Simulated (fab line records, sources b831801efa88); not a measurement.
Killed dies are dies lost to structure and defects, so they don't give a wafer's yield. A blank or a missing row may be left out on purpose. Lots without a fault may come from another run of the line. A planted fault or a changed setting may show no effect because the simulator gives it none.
fab line records | flow sky130
record lots=6 wafers=17 last_day=50
route steps=708 shown VIA2@525 METAL3@532 CAPM@537 PAD_OPEN@708
lots that met no fault: from a run of the same line without faults
start_h: hours from the record's first day to the start of the lot's first wafer shown | wait_h: hours since the lot's step before | " the same as in the row above | L1.1+2: a row that stands for several wafers | - no value, or no start given | * or withheld: withheld | < > ~ a bound
route shown NAME@n: a module of which the file shows steps, and the number in the route of the first | usual: mean/standard deviation of fault-free wafers | same: alike in all rows | chamber/n: place in a boat | sites: the reading at each site | _std_site: their standard deviation | _edge_site: outer sites' mean less inner sites' | radius_mm: how far each site lies from the wafer's centre | mask NAME#n: copy n | behind: the tool/chamber that last shaped the wafer | hold: why the lot was held/for how many hours/how that ended | device: the transistor (n, p or np) that didn't switch | end of line: the same wafers' tests at the end of the route | a step without rows: its recipe alone | killed: dies lost to structure and defects at the first sort, not the wafer's yield | map: a wafer's dies, x killed, . not, _ none there
set.NAME: the setting as run; set.NAME@STEP: as run at that earlier step | model.NAME: the simulator's own value behind a step, which no gauge read
lots at some steps of the route; a table a step, a row a wafer
services: from which hour (start_h, from the record's first day; less than 0 if before it) a tool's chamber was out of use, for how many hours, and why
## steps
# step SKY_VIA2_CLEAN_18
# recipe chemistry=IPA time_s=180 temp_c=25
# step SKY_VIA2_CLEAN_19
# recipe chemistry=O3/DIW dry=n2_spin
# step SKY_VIA2_SPUTTER_20
# recipe material=TiN target_thk_nm=20 chamber_pressure_pa=5 power_w=4000 time_s=80
# usual throttle_valve_pct=30.2/1.2
# columns lot.wafer tool chamber start_h wait_h throttle_valve_pct
L255.2 pvd_sputter-04 - 890.92 0.0 29.9
L255.4 " - " " 28.5
L255.5 " - " " 28.7
L259.1 pvd_sputter-01 - 910.08 0.0 32.2
L259.3 " - " " 28.4
L259.6 " - " " 28.6
L266.1 pvd_sputter-03 - 967.79 0.0 30.6
L266.6 " - " " 28.6
L270.3 pvd_sputter-03 - 990.88 0.0 28.7
L270.5 " - " " 30.0
L270.6 " - " " 30.6
L271.2 pvd_sputter-04 - 998.89 0.0 29.9
L271.3 " - " " 28.9
L271.6 " - " " 29.6
L273.1 pvd_sputter-04 - 1010.96 0.0 28.6
L273.3 " - " " 29.6
L273.6 " - " " 32.5
# step SKY_VIA2_CVD_21
# recipe material=W target_thk_nm=420 time_s=126.4 temp_c=400 pressure_torr=40
# usual heater_power_w=801/54
# columns lot.wafer tool chamber start_h wait_h heater_power_w
L255.2 cvd_w-01 0 891.03 0.1 794
L255.4 " 0 " " 791
L255.5 " 0 " " 809
L259.1 cvd_w-01 1 910.14 0.0 844
L259.3 " 0 " " 804
L259.6 " 1 " " 847
L266.1 cvd_w-01 1 967.85 0.0 854
L266.6 " 1 " " 855
L270.3 cvd_w-02 0 990.99 0.1 830
L270.5 " 0 " " 857
L270.6 " 1 " " 730
L271.2 cvd_w-01 1 998.95 0.0 845
L271.3 " 1 " " 838
L271.6 " 1 " " 835
L273.1 cvd_w-02 0 1011.02 0.0 856
L273.3 " 1 " " 715
L273.6 " 0 " " 821
# step SKY_VIA2_RS_MEAS_22
# recipe thk_meas_gauge=four-point-probe reads=W_of_VIA2_CVD_21+TiN_of_VIA2_SPUTTER_20
# usual VIA2_W_RS=0.2745/0.0026
# columns lot.wafer tool chamber start_h wait_h VIA2_W_RS[ohm/sq]
L255.2 film_metro-01 - 891.27 0.2 0.2748
L255.4 " - " " 0.2751
L255.5 " - " " 0.2752
L259.1 film_metro-01 - 910.27 0.1 0.2708
L259.3 " - " " 0.2734
L259.6 " - " " 0.2751
L266.1 film_metro-03 - 967.98 0.1 0.2795
L266.6 " - " " 0.2755
L270.3 film_metro-01 - 991.12 0.1 0.2768
L270.5 " - " " 0.2773
L270.6 " - " " 0.2748
L271.2 film_metro-02 - 999.10 0.1 0.2752
L271.3 " - " " 0.2794
L271.6 " - " " 0.2756
L273.1 film_metro-03 - 1011.16 0.1 0.2713
L273.3 " - " " 0.2675
L273.6 " - " " 0.2724
# step SKY_VIA2_THK_MEAS_23
# recipe thk_meas_gauge=xrf reads=W_of_VIA2_CVD_21
# usual VIA2_W_THK=416/5.8
# columns lot.wafer tool chamber start_h wait_h VIA2_W_THK[nm]
L255.2 film_metro-01 - 891.38 0.1 413
L255.4 " - " " 412
L255.5 " - " " 411
L259.1 film_metro-01 - 910.39 0.1 418
L259.3 " - " " 418
L259.6 " - " " 415
L266.1 film_metro-03 - 968.10 0.1 407
L266.6 " - " " 414
L270.3 film_metro-01 - 991.22 0.1 413
L270.5 " - " " 409
L270.6 " - " " 413
L271.2 film_metro-02 - 999.21 0.1 406
L271.3 " - " " 399
L271.6 " - " " 402
L273.1 film_metro-03 - 1011.28 0.1 421
L273.3 " - " " 426
L273.6 " - " " 421
# step SKY_VIA2_CMP_24
# recipe stop_on=SiO2 t_overpolish_s=20 down_force_psi=3.5 platen_rpm=60 target_thk_nm=0 pad_velocity_m_s=0.94248
# usual motor_current_A=11.1/1.2 overpolish_run_s=20.001/0.009 time_to_endpoint_s=101/3.9
# columns lot.wafer tool chamber start_h wait_h motor_current_A overpolish_run_s time_to_endpoint_s
L255.2 cmp-01 1 891.43 0.0 11.1 19.996 103
L255.4 " 0 " " 11.3 20.000 98
L255.5 " 2 " " 9.7 20.009 98
L259.3 cmp-01 0 910.45 0.0 11.5 20.001 97
L259.1 " 3 " " 10.1 19.999 105
L259.6 " 1 " " 10.8 20.004 102
L266.1 cmp-02 0 968.65 0.5 12.5 19.986 102
L266.6 " 2 " " 11.8 20.000 95
L270.3 cmp-02 1 991.31 0.1 10.9 19.997 104
L270.6 " 0 " " 12.6 19.995 105
L270.5 " 1 " " 10.9 20.010 104
L271.2 cmp-02 0 999.26 0.0 12.1 19.984 103
L271.3 " 1 " " 10.9 20.010 101
L271.6 " 1 " " 11.1 19.999 100
L273.3 cmp-01 0 1011.34 0.0 11.2 19.994 108
L273.1 " 2 " " 9.6 20.001 106
L273.6 " 1 " " 10.7 19.998 108
# step SKY_METAL3_SPUTTER_00
# recipe material=Ti target_thk_nm=15 power_w=3000 time_s=10 chamber_pressure_pa=0.4
# step SKY_METAL3_SPUTTER_01
# recipe material=TiN target_thk_nm=20 power_w=6500 time_s=16.7 chamber_pressure_pa=0.4
# step SKY_METAL3_SPUTTER_02
# recipe material=AlCu target_thk_nm=735 power_w=10600 time_s=39.1 chamber_pressure_pa=0.4
# step SKY_METAL3_SPUTTER_03
# recipe material=Ti target_thk_nm=5 power_w=3000 time_s=3.3 chamber_pressure_pa=0.4
# step SKY_METAL3_SPUTTER_04
# recipe material=TiN target_thk_nm=70 power_w=6500 time_s=58.3 chamber_pressure_pa=0.4
# usual throttle_valve_pct=30.2/1.2
# columns lot.wafer tool chamber start_h wait_h throttle_valve_pct
L255.2 pvd_sputter-02 - 891.83 0.0 30.8
L255.4 " - " " 29.1
L255.5 " - " " 29.4
L259.1 pvd_sputter-04 - 910.86 0.0 29.4
L259.3 " - " " 32.5
L259.6 " - " " 29.7
L266.1 pvd_sputter-04 - 968.91 0.0 32.6
L266.6 " - " " 32.4
L270.3 pvd_sputter-02 - 991.66 0.0 30.9
L270.5 " - " " 30.5
L270.6 " - " " 30.7
L271.2 pvd_sputter-01 - 999.68 0.0 31.1
L271.3 " - " " 28.7
L271.6 " - " " 32.5
L273.1 pvd_sputter-01 - 1011.75 0.0 28.6
L273.3 " - " " 30.1
L273.6 " - " " 31.1
# step SKY_CAPM_CVD_00
# recipe material=SiO2 target_thk_nm=15.5 temp_c=400 time_s=withheld rf_w=450
# usual heater_power_w=725/77 rf_fwd_power_W=441.1/2.7
# columns lot.wafer tool chamber start_h wait_h heater_power_w rf_fwd_power_W model.SiO2_of_CAPM_CVD_00.thk_nm
L255.2 pecvd-02 1 891.88 0.0 685 439.2 15.95
L255.4 " 0 " " 780 443.7 15.7
L255.5 " 2 " " 681 439.6 15.93
L259.1 pecvd-04 1 910.90 0.0 696 445.7 15.31
L259.3 " 0 " " 680 437.8 15.35
L259.6 " 0 " " 695 439.1 15.51
L266.1 pecvd-02 1 968.96 0.0 666 438.7 19.49
L266.6 " 0 " " 857 443.3 15.64
L270.3 pecvd-02 0 991.71 0.0 804 443.8 19.11
L270.5 " 0 " " 829 442.8 15.68
L270.6 " 2 " " 630 438.9 15.98
L271.2 pecvd-01 2 999.74 0.0 888 439.9 15.85
L271.3 " 0 " " 676 442.9 15.49
L271.6 " 2 " " 867 438.4 15.79
L273.1 pecvd-04 1 1011.81 0.0 674 442.6 15.53
L273.3 " 0 " " 691 438.4 16.09
L273.6 " 0 " " 701 439.2 15.92
# step SKY_CAPM_THK_MEAS_01
# recipe reads=SiO2_of_CAPM_CVD_00
# usual CAPM_CVD_00_THK=15.63/0.22
# columns lot.wafer tool chamber start_h wait_h CAPM_CVD_00_THK[nm]
L255.2 film_metro-04 - 891.91 - 15.92
L255.4 " - " " 15.70
L255.5 " - " " 15.94
L259.1 film_metro-01 - 910.93 - 15.31
L259.3 " - " " 15.31
L259.6 " - " " 15.50
L266.1 film_metro-01 - 968.98 - 19.52
L266.6 " - " " 15.63
L270.3 film_metro-02 - 991.75 - 19.14
L270.5 " - " " 15.67
L270.6 " - " " 15.97
L271.2 film_metro-04 - 999.77 - 15.87
L271.3 " - " " 15.48
L271.6 " - " " 15.80
L273.1 film_metro-01 - 1011.84 - 15.48
L273.3 " - " " 16.07
L273.6 " - " " 15.90
# step SKY_CAPM_SPUTTER_02
# recipe material=TiN target_thk_nm=200 temp_c=300 power_w=6500 time_s=166.7 chamber_pressure_pa=0.4
# step SKY_CAPM_RS_MEAS_03
# recipe thk_meas_gauge=four-point-probe reads=TiN_of_CAPM_SPUTTER_02
# usual CAPM_TIN_RS=6.93/0.075
# columns lot.wafer tool chamber start_h wait_h CAPM_TIN_RS[ohm/sq]
L255.2 film_metro-01 - 892.09 0.1 6.98
L255.4 " - " " 6.95
L255.5 " - " " 6.89
L259.1 film_metro-01 - 911.10 0.1 6.92
L259.3 " - " " 6.86
L259.6 " - " " 6.90
L266.1 film_metro-02 - 969.15 0.1 6.96
L266.6 " - " " 6.96
L270.3 film_metro-02 - 991.94 0.1 6.96
L270.5 " - " " 6.97
L270.6 " - " " 6.87
L271.2 film_metro-01 - 999.95 0.1 7.02
L271.3 " - " " 7.01
L271.6 " - " " 6.94
L273.1 film_metro-04 - 1012.01 0.1 7.02
L273.3 " - " " 6.97
L273.6 " - " " 7.05
# step SKY_CAPM_THK_MEAS_04
# recipe thk_meas_gauge=xrf reads=TiN_of_CAPM_SPUTTER_02
# usual CAPM_TIN_THK=199.1/2.4
# columns lot.wafer tool chamber start_h wait_h CAPM_TIN_THK[nm]
L255.2 film_metro-01 - 892.20 0.1 198.3
L255.4 " - " " 200.4
L255.5 " - " " 201.7
L259.1 film_metro-01 - 911.22 0.1 200.8
L259.3 " - " " 203.1
L259.6 " - " " 202.2
L266.1 film_metro-02 - 969.27 0.1 196.9
L266.6 " - " " 196.1
L270.3 film_metro-02 - 992.04 0.1 198.2
L270.5 " - " " 197.6
L270.6 " - " " 200.9
L271.2 film_metro-01 - 1000.06 0.1 197.3
L271.3 " - " " 197.4
L271.6 " - " " 198.3
L273.1 film_metro-04 - 1012.13 0.1 196.0
L273.3 " - " " 197.2
L273.6 " - " " 194.6
# step SKY_CAPM_DEHYDRATE_05
# recipe temp_c=200 time_s=60
# step SKY_CAPM_HMDS_06
# recipe prime_time_s=60 prime_temp_c=120
# step SKY_CAPM_COAT_07
# recipe resist=NOVOLAK spin_rpm=3000 resist_thk_nm=1140
# step SKY_CAPM_SOFTBAKE_08
# recipe temp_c=90 time_s=60 resist=NOVOLAK
# step SKY_CAPM_EXPOSE_09
# recipe mask_id=CAPM na=0.6 source_shape=conventional sigma_outer=0.6 polarization=unpolarized target_cd_nm=1000 dose_mj=159
# step SKY_CAPM_PEB_10
# recipe temp_c=withheld time_s=* resist=NOVOLAK
# step SKY_CAPM_DEVELOP_11
# recipe resist=NOVOLAK developer=TMAH develop_time_s=60 dev_temp_c=23
# step SKY_CAPM_OVL_MEAS_12
# usual CAPM_OVL=-0.7/1.2
# columns lot.wafer tool chamber start_h wait_h CAPM_OVL[nm]
L255.2 overlay-02 - 916.75 0.1 -1.0
L255.4 " - " " -0.4
L255.5 " - " " 0.6
L259.1 overlay-01 - 936.08 0.1 -0.6
L259.3 " - " " 0.6
L259.6 " - " " -0.1
L266.1 overlay-01 - 992.73 0.1 -1.0
L266.6 " - " " -2.8
L270.3 overlay-02 - 1014.69 0.1 -2.7
L270.5 " - " " -1.2
L270.6 " - " " -1.6
L271.2 overlay-02 - 1022.98 0.1 0.4
L271.3 " - " " -1.5
L271.6 " - " " -0.6
L273.1 overlay-01 - 1034.24 0.1 -2.0
L273.3 " - " " -1.3
L273.6 " - " " 0.6
# step SKY_CAPM_METAL_ETCH_13
# recipe target_depth_nm=220 stop_on=SiO2 chemistry=Cl2/BCl3 target=TiN pressure_mtorr=10 icp_w=900 bias_w=48.5 Cl2_flow_sccm=60 bcl3_flow_sccm=30 time_s=62.9
# step SKY_CAPM_STRIP_14
# recipe chemistry=O2/N2 power_w=1400 pressure_mtorr=1500 platen_temp_c=withheld o2_flow_sccm=3000 n2_flow_sccm=300 overash_fraction=0.5
# step SKY_CAPM_STRIP_15
# recipe chemistry=post_etch_residue_remover time_s=1200 temp_c=72.5
# step SKY_CAPM_CLEAN_16
# recipe chemistry=IPA time_s=180 temp_c=25
# step SKY_CAPM_CLEAN_17
# recipe chemistry=O3/DIW dry=n2_spin
# step SKY_METAL3_DEHYDRATE_05
# recipe temp_c=200 time_s=60
# step SKY_METAL3_HMDS_06
# recipe prime_time_s=60 prime_temp_c=120
# step SKY_METAL3_COAT_07
# recipe resist=BARC temp_c=withheld time_s=withheld spin_rpm=3000 resist_thk_nm=60
# step SKY_METAL3_COAT_08
# recipe resist=KrF-thick spin_rpm=3000 resist_thk_nm=1140
# step SKY_METAL3_SOFTBAKE_09
# recipe temp_c=100 time_s=90 resist=KrF-thick
# step SKY_METAL3_EXPOSE_10
# recipe mask_id=MM3 na=0.68 source_shape=annular sigma_inner=0.4 sigma_outer=0.8 target_cd_nm=300 dose_mj=28
# step SKY_METAL3_PEB_11
# recipe peb_temp_c=withheld peb_time_s=withheld resist=KrF-thick
# step SKY_METAL3_DEVELOP_12
# recipe develop_time_s=60 resist=KrF-thick dev_temp_c=21
# step SKY_METAL3_CD_MEAS_13
# recipe target_cd_nm=300
# usual cd_nm=300.1/1.4
# columns lot.wafer tool chamber start_h wait_h cd_nm
L255.2 cd_sem-01 - 941.61 - 301.9
L255.4 " - " " 300.5
L255.5 " - " " 300.9
L259.1 cd_sem-02 - 960.87 - 300.6
L259.3 " - " " 301.6
L259.6 " - " " 301.5
L266.1 cd_sem-02 - 1016.69 - 300.2
L266.6 " - " " 300.1
L270.3 cd_sem-01 - 1037.63 - 301.9
L270.5 " - " " 301.7
L270.6 " - " " 302.7
L271.2 cd_sem-01 - 1046.51 - 299.6
L271.3 " - " " 299.7
L271.6 " - " " 299.1
L273.1 cd_sem-01 - 1057.27 - 299.6
L273.3 " - " " 300.1
L273.6 " - " " 298.2
# step SKY_METAL3_OVL_MEAS_14
# usual METAL3_OVL=3/4.7
# columns lot.wafer tool chamber start_h wait_h METAL3_OVL[nm]
L255.2 overlay-02 - 941.71 0.1 4
L255.4 " - " " 5
L255.5 " - " " 5
L259.1 overlay-01 - 960.99 0.1 1
L259.3 " - " " 4
L259.6 " - " " 5
L266.1 overlay-01 - 1016.81 0.1 4
L266.6 " - " " -4
L270.3 overlay-01 - 1037.72 0.1 2
L270.5 " - " " 5
L270.6 " - " " 1
L271.2 overlay-01 - 1046.61 0.1 1
L271.3 " - " " 2
L271.6 " - " " 2
L273.1 overlay-01 - 1057.39 0.1 3
L273.3 " - " " 8
L273.6 " - " " -1
# step SKY_METAL3_DESCUM_15
# recipe chemistry=O2 source_power_w=150 bias_power_w=0 pressure_mtorr=10 temp_c=40 time_s=8
# usual chamber_pressure_mTorr=10.000/0.0082 drypump_motor_current_A=5.6/0.32 oes_product_au=1.003/0.015 rf_fwd_power_W=147.2/0.78 temp_c=40.00/0.11
# columns lot.wafer tool chamber start_h wait_h chamber_pressure_mTorr drypump_motor_current_A oes_product_au rf_fwd_power_W rf_hours_counter_h temp_c
L255.2 rie_metal-02 0 941.74 0.0 10.011 5.5 1.009 147.8 5 40.00
L255.4 " 1 " " 9.999 5.8 1.012 146.1 - 40.05
L255.5 " 0 " " 9.999 5.5 1.004 148.2 - 39.98
L259.1 rie_metal-02 1 961.03 0.0 9.998 5.8 1.019 146.8 8 39.93
L259.3 " 0 " " 10.010 5.5 0.998 148.2 - 39.92
L259.6 " 1 " " 10.004 5.8 1.018 147.1 - 40.08
L266.1 rie_metal-02 0 1016.84 0.0 10.004 5.4 1.008 147.6 8 39.99
L266.6 " 1 " " 10.000 5.8 1.014 147.4 - 39.97
L270.3 rie_metal-01 1 1037.76 0.0 10.002 5.4 0.986 147.3 - 39.97
L270.5 " 0 " " 9.979 5.6 1.002 147.5 - 40.06
L270.6 " 1 " " 9.983 5.4 0.982 147.7 - 40.04
L271.2 rie_metal-01 1 1046.64 0.0 10.009 5.4 0.975 146.3 13 40.04
L271.3 " 1 " " 9.994 5.4 0.971 147.0 - 40.19
L271.6 " 1 " " 9.994 5.4 0.967 145.8 - 40.06
L273.1 rie_metal-02 1 1057.43 0.0 10.018 5.8 1.021 146.2 13 39.96
L273.3 " 0 " " 10.002 5.5 1.014 148.0 - 39.94
L273.6 " 1 " " 10.022 5.8 1.020 146.0 - 39.87
# step SKY_METAL3_ETCH_16
# recipe chemistry=N2/H2 target=BARC ion_energy_ev=200 bias_w=100 pressure_mtorr=30 n2_flow_sccm=100 h2_flow_sccm=200 icp_w=500 stop_on=SiO2 time_s=88.2 target_depth_a=600
# step SKY_METAL3_ETCH_17
# recipe target=SiO2 stop_on=TiN chemistry=C4F8/O2/Ar source_w=1500 bias_w=1200 pressure_mtorr=40 c4f8_flow_sccm=withheld O2_flow_sccm=6 Ar_flow_sccm=300 time_s=3.9 target_depth_a=150
# usual chamber_pressure_mTorr=40.00/0.036 oes_product_au=0.757/0.0073 rf_fwd_power_W=1470/7.2
# columns lot.wafer tool chamber start_h wait_h chamber_pressure_mTorr oes_product_au rf_fwd_power_W rf_hours_counter_h model.etch.depth_nm
L255.2 rie_diel-03 2 941.87 0.1 40.03 0.761 1472 14 15.95
L255.4 " 2 " " 39.89 0.757 1466 - 15.7
L255.5 " 3 " " 40.01 0.769 1469 - 15.93
L259.1 rie_diel-01 2 961.16 0.1 40.01 0.744 1461 13 15.31
L259.3 " 3 " " 40.01 0.754 1474 14 15.35
L259.6 " 3 " " 39.94 0.749 1473 - 15.51
L266.1 rie_diel-01 2 1016.97 0.1 40.05 0.860 1460 14 19.49
L266.6 " 1 " " 40.01 0.758 1477 - 15.64
L270.3 rie_diel-03 0 1037.88 0.0 40.03 0.848 1459 16 19.11
L270.5 " 3 " " 39.93 0.755 1471 - 15.68
L270.6 " 0 " " 39.98 0.768 1459 - 15.98
L271.2 rie_diel-02 3 1046.77 0.1 39.98 0.751 1465 22 15.85
L271.3 " 1 " " 39.95 0.754 1482 20 15.49
L271.6 " 0 " " 40.01 0.760 1464 - 15.79
L273.1 rie_diel-02 3 1057.56 0.1 39.99 0.752 1462 23 15.53
L273.3 " 0 " " 39.98 0.767 1466 12 16.09
L273.6 " 3 " " 40.01 0.770 1464 - 15.92
# step SKY_PAD_OPEN_PROBE_99
# usual defect_limited_yield=81.9/2 killed_at_M0_to_M3=43/6.5 killed_at_M4_up=3.2/1.8 killed_at_contacts=26/5.2 killed_at_front_end=16/4.8 killed_at_other=0.3/0.6 killed_dies=89/9.6 killed_open=48/7.1 killed_short=40/6.4
# same gross_dies=492 killed_at_back_side=0
# columns lot.wafer tool chamber start_h wait_h defect_limited_yield[%] killed_at_M0_to_M3 killed_at_M4_up killed_at_contacts killed_at_front_end killed_at_other killed_dies killed_open killed_short model.etest.cap_mim.bv_v model.etest.cap_mim.leak_log10_a_cm2 model.etest.cap_mim.c_ff_um2 model.etest.tester.sort_bin_8_pct
L255.2 prober-02 - 1109.20 0.1 82.9 42 2 23 17 0 84 56 27 14.44 -9.05 2.277 0
L255.4 prober-02 - 1109.30 0.2 82.5 38 5 29 13 1 86 52 33 14.68 -9.018 2.304 0
L255.5 prober-02 - 1109.35 0.2 82.5 38 1 29 18 0 86 50 35 14.37 -9.017 2.281 0
L259.1 prober-02 - 1126.56 0.1 85.6 36 3 23 7 2 71 35 34 13.28 -9.007 2.385 0
L259.3 prober-02 - 1126.66 0.2 81.5 38 6 26 21 0 91 43 48 14.39 -8.826 2.37 0
L259.6 prober-02 - 1126.81 0.2 82.7 49 2 20 11 3 85 43 40 14.1 -9.106 2.333 0
L266.1 prober-01 - 1170.27 0.1 82.5 38 5 33 10 0 86 39 47 17.02 -9.967 1.85 0.1947
L266.6 prober-01 - 1170.52 0.2 81.3 48 4 25 15 0 92 49 41 14.23 -8.975 2.316 0
L270.3 prober-01 - 1183.06 0.2 77.8 52 2 31 24 0 109 66 43 17.39 -9.666 1.901 0
L270.5 prober-01 - 1183.16 0.2 80.5 45 5 29 17 0 96 52 44 13.97 -8.825 2.317 0
L270.6 prober-01 - 1183.21 0.2 81.1 46 2 27 18 0 93 48 45 14.52 -9.116 2.277 0
L271.2 prober-02 - 1190.25 0.1 83.1 36 4 23 20 0 83 44 39 14.53 -9.006 2.305 0
L271.3 prober-02 - 1190.30 0.2 82.3 36 2 34 15 0 87 43 44 13.77 -9.075 2.345 0
L271.6 prober-02 - 1190.45 0.2 86.2 34 2 15 17 0 68 32 36 13.86 -9.008 2.324 0
L273.1 prober-02 - 1199.03 0.1 79.5 37 1 41 21 1 101 61 40 13.56 -9.046 2.348 0
L273.3 prober-02 - 1199.13 0.2 80.5 50 0 33 13 0 96 51 45 14.02 -9.079 2.265 0
L273.6 prober-02 - 1199.28 0.2 82.3 44 2 25 16 0 87 41 46 14.16 -8.839 2.291 0
# killed by level:class
L255.2 CONTACT:geometric_particle:open=10 VIA1:geometric_particle:open=10 VIA3:geometric_particle:open=10 LI_CONTACT:geometric_particle:open=9 FIELD_ISO:geometric_particle:short=5 VIA3:geometric_particle:short=5 VIA2:geometric_particle:open=5 SPACER:geometric_particle:open=3
L255.4 CONTACT:geometric_particle:open=15 VIA1:geometric_particle:open=13 LI_CONTACT:geometric_particle:open=8 METAL1:geometric_particle:short=6 POLY_GATE:geometric_particle:short=4 LI_CONTACT:geometric_particle:short=4 VIA1:geometric_particle:short=4 METAL4:geometric_particle:short=4
L255.5 CONTACT:geometric_particle:open=13 VIA1:geometric_particle:open=12 METAL1:geometric_particle:short=6 CONTACT:geometric_particle:short=6 VIA3:geometric_particle:open=6 LOCAL_INTERCONNECT:geometric_particle:short=5 FIELD_ISO:geometric_particle:open=4 SPACER:geometric_particle:open=3
L259.1 LI_CONTACT:geometric_particle:open=8 VIA2:geometric_particle:open=7 LOCAL_INTERCONNECT:geometric_particle:short=6 CONTACT:geometric_particle:open=6 VIA3:geometric_particle:open=5 METAL1:geometric_particle:short=4 VIA1:geometric_particle:open=4 METAL2:geometric_particle:short=4
L259.3 LI_CONTACT:geometric_particle:open=8 FIELD_ISO:geometric_particle:short=7 CONTACT:geometric_particle:short=7 VIA1:geometric_particle:short=7 VIA1:geometric_particle:open=7 CONTACT:geometric_particle:open=6 VIA2:geometric_particle:short=6 VIA3:geometric_particle:open=5
L259.6 VIA1:geometric_particle:open=13 METAL1:geometric_particle:short=10 LI_CONTACT:geometric_particle:open=9 CONTACT:geometric_particle:short=7 VIA3:geometric_particle:open=6 VIA2:geometric_particle:open=5 POLY_GATE:geometric_particle:short=4 FIELD_ISO:geometric_particle:open=3
L266.1 LI_CONTACT:geometric_particle:open=9 VIA1:geometric_particle:open=9 CONTACT:geometric_particle:short=7 CONTACT:geometric_particle:open=7 VIA1:geometric_particle:short=7 LOCAL_INTERCONNECT:geometric_particle:short=6 VIA2:geometric_particle:open=6 METAL4:geometric_particle:short=5
L266.6 VIA1:geometric_particle:open=10 VIA3:geometric_particle:open=8 LI_CONTACT:geometric_particle:open=7 METAL1:geometric_particle:short=7 CONTACT:geometric_particle:open=6 CONTACT:geometric_particle:short=5 VIA2:geometric_particle:short=5 METAL4:geometric_particle:short=4
L270.3 CONTACT:geometric_particle:open=16 VIA1:geometric_particle:open=12 VIA2:geometric_particle:open=10 FIELD_ISO:geometric_particle:open=8 LI_CONTACT:geometric_particle:open=6 VIA1:geometric_particle:short=6 VIA2:geometric_particle:short=6 POLY_GATE:geometric_particle:open=5
L270.5 LI_CONTACT:geometric_particle:open=9 METAL1:geometric_particle:short=9 VIA3:geometric_particle:open=8 CONTACT:geometric_particle:open=7 VIA1:geometric_particle:open=7 FIELD_ISO:geometric_particle:open=6 LOCAL_INTERCONNECT:geometric_particle:short=5 FIELD_ISO:geometric_particle:short=4
L270.6 CONTACT:geometric_particle:open=10 VIA1:geometric_particle:open=8 METAL1:geometric_particle:short=6 METAL3:geometric_particle:short=6 FIELD_ISO:geometric_particle:short=5 CONTACT:geometric_particle:short=5 VIA2:geometric_particle:open=5 LI_CONTACT:geometric_particle:open=4
L271.2 LI_CONTACT:geometric_particle:open=9 VIA3:geometric_particle:open=8 FIELD_ISO:geometric_particle:short=7 LOCAL_INTERCONNECT:geometric_particle:short=6 VIA1:geometric_particle:open=6 METAL2:geometric_particle:short=6 VIA2:geometric_particle:open=6 CONTACT:geometric_particle:open=4
L271.3 LOCAL_INTERCONNECT:geometric_particle:short=9 LI_CONTACT:geometric_particle:open=8 VIA2:geometric_particle:open=8 CONTACT:geometric_particle:open=8 CONTACT:geometric_particle:short=6 VIA1:geometric_particle:open=6 METAL1:geometric_particle:short=5 POLY_GATE:geometric_particle:short=4
L271.6 VIA1:geometric_particle:open=7 CONTACT:geometric_particle:open=6 METAL2:geometric_particle:short=6 VIA3:geometric_particle:open=5 POLY_GATE:geometric_particle:short=5 LI_CONTACT:geometric_particle:open=5 METAL1:geometric_particle:short=4 METAL3:geometric_particle:short=4
L273.1 CONTACT:geometric_particle:open=15 VIA1:geometric_particle:open=11 FIELD_ISO:geometric_particle:short=8 LOCAL_INTERCONNECT:geometric_particle:short=8 LI_CONTACT:geometric_particle:open=8 CONTACT:geometric_particle:short=7 VIA2:geometric_particle:open=7 VIA3:geometric_particle:open=7
L273.3 LI_CONTACT:geometric_particle:open=11 CONTACT:geometric_particle:open=10 VIA2:geometric_particle:open=9 VIA1:geometric_particle:open=7 METAL2:geometric_particle:short=7 VIA3:geometric_particle:short=6 METAL3:geometric_particle:short=5 CONTACT:geometric_particle:short=4
L273.6 VIA1:geometric_particle:short=10 LI_CONTACT:geometric_particle:open=9 LOCAL_INTERCONNECT:geometric_particle:short=6 METAL1:geometric_particle:short=6 METAL2:geometric_particle:short=6 VIA2:geometric_particle:open=6 POLY_GATE:geometric_particle:open=5 VIA1:geometric_particle:open=5
## services
# columns tool chamber start_h hours kind
pvd_sputter-01 - 871.03 0.7 repair
cvd_w-01 1 887.48 15.9 repair
rie_metal-01 - 901.46 0.3 repair
cvd_w-02 - 904.00 14.0 pm
rie_diel-03 0 905.80 64.4 repair
cmp-02 - 912.02 4.0 pm
cmp-02 - 917.17 0.5 repair
rie_diel-02 - 922.94 0.5 repair
cvd_w-02 0 925.85 10.8 repair
pvd_sputter-04 - 938.77 1.9 repair
cmp-02 - 941.99 5.3 pm
cmp-01 - 966.31 6.5 pm
rie_diel-02 1 969.98 3.9 repair
cmp-02 - 973.02 6.3 pm
pecvd-02 - 978.68 1.7 repair
pecvd-04 0 979.09 10.8 repair
cmp-01 - 999.58 1.9 repair
cmp-02 - 1006.54 0.9 repair
cvd_w-02 - 1009.27 0.8 repair
cmp-01 - 1014.91 2.5 repair
pvd_sputter-04 - 1019.20 2.7 repair
pvd_sputter-02 - 1019.45 3.2 repair
cmp-01 - 1023.99 0.9 repair
pecvd-02 2 1045.75 21.4 repair
## key
first_sign step=SKY_CAPM_THK_MEAS_01 reading=CAPM_CVD_00_THK direction=up sigmas=17 usual=15.63 struck=19.33
effect step=SKY_METAL3_ETCH_17 reading=oes_product_au direction=up sigmas=13 usual=0.757 struck=0.854
model_effect step=SKY_CAPM_CVD_00 value=SiO2_of_CAPM_CVD_00.thk_nm without=15.66 struck=19.3
model_effect step=SKY_METAL3_ETCH_17 value=etch.depth_nm without=15.66 struck=19.3
model_effect step=SKY_PAD_OPEN_PROBE_99 value=etest.cap_mim.bv_v without=13.93 struck=17.2
met_at SKY_CAPM_CVD_00
struck_wafers L266.1,L270.3
onset_between 891.88 968.96
fault kind=process_parameter_drift tool=pecvd-02 chamber=- onset_h=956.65 steps=SKY_CAPM_CVD_00 channel=time_s offset=withheld shape=step end_h=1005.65 scope=struck_wafers_only acts_in=*
